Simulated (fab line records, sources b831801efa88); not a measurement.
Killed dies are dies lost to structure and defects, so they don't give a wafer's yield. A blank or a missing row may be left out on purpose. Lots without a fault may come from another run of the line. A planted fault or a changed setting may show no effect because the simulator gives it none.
Which tool did it? | flow gf180mcu | 7 lots, 21 wafers sampled, at 2 steps of a route of 602

WHAT THE GAUGES READ, wafer by wafer
GF_LVPWELL_OVL_MEAS_07.
lot  | measured    | on         | LVPWELL_OVL (nm)
L892 | day 4 02:16 | overlay-01 | -1.1 -2.5 -1.8
L895 | day 4 19:29 | overlay-02 | -0.8 -1.8 -1.3
L897 | day 5 09:05 | overlay-01 | 0.1 0.7 1.0
L899 | day 5 15:45 | overlay-01 | 127.6 127.1 126.7
L904 | day 6 18:40 | overlay-02 | 126.7 126.0 125.5
L908 | day 7 20:37 | overlay-01 | 2.1 1.3 2.7
L913 | day 9 02:32 | overlay-01 | 2.3 0.8 1.8

WHICH TOOL RAN EACH LOT (tool, then ch and the chambers of the sampled wafers, then the start)
lot  | GF_LVPWELL_EXPOSE_04
L892 | iline_stepper-02 ch 0, day 3 19:43
L895 | iline_stepper-02 ch 0, day 4 13:01
L897 | iline_stepper-01 ch 0, day 5 02:33
L899 | iline_stepper-02 ch 0, day 5 08:48
L904 | iline_stepper-02 ch 0, day 6 10:54
L908 | iline_stepper-01 ch 0, day 7 12:43
L913 | iline_stepper-01 ch 0, day 8 17:40
- GF_LVPWELL_EXPOSE_04: exposes mask LVPWELL, target cd 600 nm.

THE ANSWER, worked out from the rows above alone
Rule: what is usual is taken from the lots themselves. Put in order of their means at a reading, lots are off if they are a third of the lots or fewer, leave a main group of 4 or more, and stand apart from it by a gap of 3 or more times the standard deviation of the main group's means; of several such gaps the widest counts. A main group whose means are all the same, to the digits that the tables above print for the reading, isn't used. A lot without any number at a reading at which 4 lots or more have one is off too. The other lots that the step has rows for count as sound.
Off: L899, L904, at GF_LVPWELL_OVL_MEAS_07 (LVPWELL_OVL). The main group: mean 0.2 nm, standard deviation 1.5.
A tool fits if, at a process step before that reading, it ran every lot that is off, and no sound lot after the first of them. The gauges at GF_LVPWELL_OVL_MEAS_07 are tried like those tools. One fits: iline_stepper-02 at GF_LVPWELL_EXPOSE_04. Its last sound lot is L895 (day 4 13:01), its first lot that is off L899 (day 5 08:48): a fault that began between those two fits.

WHAT THE SIMULATOR HAD PUT IN
Scanner matching overlay: iline_stepper-02, from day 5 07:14 on, at GF_LVPWELL_EXPOSE_04. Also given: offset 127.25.
Lots struck among those shown: L899, L904. The rule above found the same.
